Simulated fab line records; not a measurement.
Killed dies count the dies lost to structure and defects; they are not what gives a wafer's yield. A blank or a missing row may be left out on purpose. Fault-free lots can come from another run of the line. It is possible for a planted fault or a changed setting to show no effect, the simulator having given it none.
Which tool is to blame? :: flow sfq line :: Sampling: 7 lots, 20 wafers, 4 of 325 route steps

== WHAT EACH GAUGE READ, for each wafer ==
SFQ_M8_RS_MEAS_949: a four-point-probe measurement.
lot: L690
measured: day 86 06:29
on: film metro-01
M8_AU_RS (ohm/sq): 0.1534 0.1543 0.1511

lot: L692
measured: day 86 11:17
on: film metro-03
M8_AU_RS (ohm/sq): 0.1542 0.1517 0.1542

lot: L694
measured: day 86 17:25
on: film metro-03
M8_AU_RS (ohm/sq): 0.1540 0.1523 0.1509

lot: L701
measured: day 87 19:04
on: film metro-03
M8_AU_RS (ohm/sq): 0.1517 0.1537

lot: L706
measured: day 92 01:32
on: film metro-04
M8_AU_RS (ohm/sq): 0.1506 0.1506 0.1518

lot: L709
measured: day 94 17:13
on: film metro-03
M8_AU_RS (ohm/sq): 0.1512 0.1520 0.1514

lot: L711
measured: day 94 23:12
on: film metro-04
M8_AU_RS (ohm/sq): 0.1501 0.1526 0.1537

== TOOL THAT RAN EACH LOT (tool first, then ch and the chambers of the sampled wafers, then the start) ==
lot: L690
SFQ_TRILAYER_I6_DEP_PECVD_165: pecvd-02 ch 0,1,2, day 74 18:34
SFQ_TRILAYER_I7_CMP_CMP_184: cmp-01 ch 0,1,2, day 81 10:41
SFQ_TRILAYER_I7_VIA_LITHO_PEB_190: litho track-02 ch 0, day 81 16:27

lot: L692
SFQ_TRILAYER_I6_DEP_PECVD_165: pecvd-02 ch 1,2, day 75 04:17
SFQ_TRILAYER_I7_CMP_CMP_184: cmp-01 ch 0,2,3, day 81 13:44
SFQ_TRILAYER_I7_VIA_LITHO_PEB_190: litho track-01 ch 0, day 81 20:01

lot: L694
SFQ_TRILAYER_I6_DEP_PECVD_165: pecvd-01 ch 0,1,2, day 75 07:28
SFQ_TRILAYER_I7_CMP_CMP_184: cmp-01 ch 1,2,3, day 81 18:32
SFQ_TRILAYER_I7_VIA_LITHO_PEB_190: litho track-04 ch 0, day 82 02:01

lot: L701
SFQ_TRILAYER_I6_DEP_PECVD_165: pecvd-03 ch 0,2, day 78 07:13
SFQ_TRILAYER_I7_CMP_CMP_184: cmp-01 ch 0,3, day 83 01:35
SFQ_TRILAYER_I7_VIA_LITHO_PEB_190: litho track-02 ch 0, day 87 14:02

lot: L706
SFQ_TRILAYER_I6_DEP_PECVD_165: pecvd-01 ch 0,1,2, day 78 13:13
SFQ_TRILAYER_I7_CMP_CMP_184: cmp-01 ch 1,2,3, day 83 23:49
SFQ_TRILAYER_I7_VIA_LITHO_PEB_190: litho track-01 ch 0, day 88 13:56

lot: L709
SFQ_TRILAYER_I6_DEP_PECVD_165: pecvd-02 ch 0,2, day 82 20:59
SFQ_TRILAYER_I7_CMP_CMP_184: cmp-01 ch 0,2,3, day 87 18:05
SFQ_TRILAYER_I7_VIA_LITHO_PEB_190: litho track-02 ch 0, day 91 07:30

lot: L711
SFQ_TRILAYER_I6_DEP_PECVD_165: pecvd-03 ch 0,1,2, day 83 04:18
SFQ_TRILAYER_I7_CMP_CMP_184: cmp-02 ch 0,2,3, day 88 02:02
SFQ_TRILAYER_I7_VIA_LITHO_PEB_190: litho track-02 ch 0, day 91 14:41
- SFQ_TRILAYER_I6_DEP_PECVD_165: deposits SiO2 from SiH4/N2O, time 111.11 s, target thk 500 nm.
- SFQ_TRILAYER_I7_CMP_CMP_184: polishes SiO2.
- SFQ_TRILAYER_I7_VIA_LITHO_PEB_190: peb time 60 s.

== THE ANSWER, worked out from the rows above alone ==
Rule: the usual values come from the lots themselves. Put in order of their means at a reading, lots are off if they are a third of the lots or fewer, leave a main group of 4 or more, and stand apart from it by a gap of 3 or more times the standard deviation of the main group's means; of several such gaps the widest counts. If all means in a main group match to the digits the tables above print for the reading, that group is not used. A lot without any number at a reading at which 4 lots or more have one is off too. The other lots that the step has rows for count as sound.
None of the lots is off at any reading shown; this tells nothing.

== WHAT HAD BEEN PUT IN BY THE SIMULATOR ==
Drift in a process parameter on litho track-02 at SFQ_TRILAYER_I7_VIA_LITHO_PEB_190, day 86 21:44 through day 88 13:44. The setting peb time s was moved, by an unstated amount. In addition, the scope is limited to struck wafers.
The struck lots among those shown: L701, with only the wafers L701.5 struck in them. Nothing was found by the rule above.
